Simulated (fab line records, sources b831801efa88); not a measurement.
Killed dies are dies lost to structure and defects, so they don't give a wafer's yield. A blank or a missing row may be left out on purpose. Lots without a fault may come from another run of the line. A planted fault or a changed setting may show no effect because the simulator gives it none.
A struck lot beside a sound one | flow sky130 | 15 steps out of a route of 708
Sound: wafers L571.1, L571.3, L571.5. Struck: wafers L569.4, L569.5, L569.6. The cause comes at the end.
At each step with rows: each side's tool, then ch and its chambers, then its first start. Under that, the readings that differ: sound wafers | struck wafers | difference of the means | sigmas: that difference in standard deviations of wafers without a fault.
alike: readings whose means differ by less than 2 such deviations, and words and numbers that are the same on both sides. not compared: withheld readings, readings that some wafer has no value for, bounds like >300 that may hide the same value, and numbers for which the record gives no deviation and whose values overlap.
The two part at a step that has a row with sigmas, a row that says differs or no value, or rows on one side only. Numbers that don't overlap but have no deviation are shown without sigmas and don't part them. A reading that every wafer of one side lacks parts them only if that side has two wafers or more.

SKY_VIA3_OVL_MEAS_13:
  sound on overlay-02, day 45 12:01; struck on overlay-01, day 45 05:41
  alike: VIA3_OVL
SKY_VIA3_ETCH_14: etches BARC in N2/H2, stops on SiO2, time 45.9 s, target depth 60 nm.
  sound on rie_diel-01 ch 0,3, day 45 12:03; struck on rie_diel-01 ch 0,1,3, day 45 05:42
  alike: bias_w, drypump_motor_current_A, oes_product_au, throttle_valve_pct
  not compared: rf_hours_counter_h
SKY_VIA3_ETCH_15: etches SiO2 in C4F8/O2/Ar, stops on TiN, target depth 507 nm, time 78 s.
  sound on rie_diel-01 ch 0,3, day 45 12:05; struck on rie_diel-01 ch 0,1,3, day 45 05:44
  alike: bias_w, oes_product_au
  not compared: rf_hours_counter_h
SKY_VIA3_STRIP_16: strips in O2/N2.
  sound on plasma_asher-01 ch 0, day 45 12:09; struck on plasma_asher-04 ch 0,1, day 45 05:50
  alike: drypump_motor_current_A, oes_product_au, strip_time_to_endpoint_s
  not compared: rf_hours_counter_h
then, 3 steps without rows for these wafers: SKY_VIA3_STRIP_17 (strips in post etch residue remover, time 1200 s); SKY_VIA3_CLEAN_18 (cleans in IPA, time 180 s); SKY_VIA3_CLEAN_19 (cleans in O3/DIW).
SKY_VIA3_SPUTTER_20: material TiN, target thk 20 nm, time 80 s.
  sound on pvd_sputter-02, day 45 12:52; struck on pvd_sputter-01, day 45 06:26
  alike: cathode_dc_power_W, chamber_pressure_pa, throttle_valve_pct
SKY_VIA3_CVD_21: deposits W, target thk 390 nm, time 117.31 s.
  sound on cvd_w-01 ch 0,1, day 45 12:55; struck on cvd_w-02 ch 0,1, day 45 06:33
  alike: heater_power_w
SKY_VIA3_RS_MEAS_22: measures by four-point-probe.
  sound on film_metro-03, day 45 13:02; struck on film_metro-03, day 45 06:41
  reading            | sound             | struck            | difference | sigmas
  VIA3_W_RS (ohm/sq) | 0.296 0.299 0.297 | 0.290 0.290 0.291 | -0.007     | -2
SKY_VIA3_THK_MEAS_23: measures by xrf.
  sound on film_metro-03, day 45 13:10; struck on film_metro-03, day 45 06:47
  alike: VIA3_W_THK
then, 1 step without rows for these wafers: SKY_VIA3_CMP_24 (polishes, stops on SiO2, t overpolish 20 s, target thk 0 nm).
SKY_METAL4_SPUTTER_00: material Ti, target thk 15 nm, time 10 s.
  sound on pvd_sputter-01, day 45 13:31; struck on pvd_sputter-01, day 45 07:10
  no value came back on the struck wafers for cathode_dc_power_W (W), chamber_pressure_pa (Pa), throttle_valve_pct (%); on the sound wafers cathode_dc_power_W (W) reads 3000.6 2999.5 3000.1
then, 1 step without rows for these wafers: SKY_METAL4_SPUTTER_01 (material TiN, target thk 20 nm, time 16.7 s).
-- the record jumps here: 5 days lie between the struck wafers' starts before and after (it left off in module METAL4 and takes up again in module PAD_OPEN, whose first step shown is number 708 of the route) --
SKY_PAD_OPEN_PROBE_99:
  sound on prober-01, day 50 14:54; struck on prober-01, day 50 09:26
  reading                       | sound             | struck            | difference | sigmas
  model.etest.via3_chain.rc_ohm | 9.376 9.419 9.832 | 10.55 10.29 10.13 | +0.78      |
  alike: defect_limited_yield, killed_at_M0_to_M3, killed_at_M4_up, killed_at_contacts, killed_at_front_end, killed_at_other, killed_dies, killed_open, killed_short, sort_bin_3_pad_short, sort_bin_5_function, sort_bin_6_memory, sort_n_pass, sort_yield_pct

WHERE THEY PART
First at SKY_VIA3_RS_MEAS_22; last, within this record, at SKY_METAL4_SPUTTER_00. Later steps at which nothing parts them and some readings are alike: SKY_PAD_OPEN_PROBE_99.

WHY: what the simulator had put in
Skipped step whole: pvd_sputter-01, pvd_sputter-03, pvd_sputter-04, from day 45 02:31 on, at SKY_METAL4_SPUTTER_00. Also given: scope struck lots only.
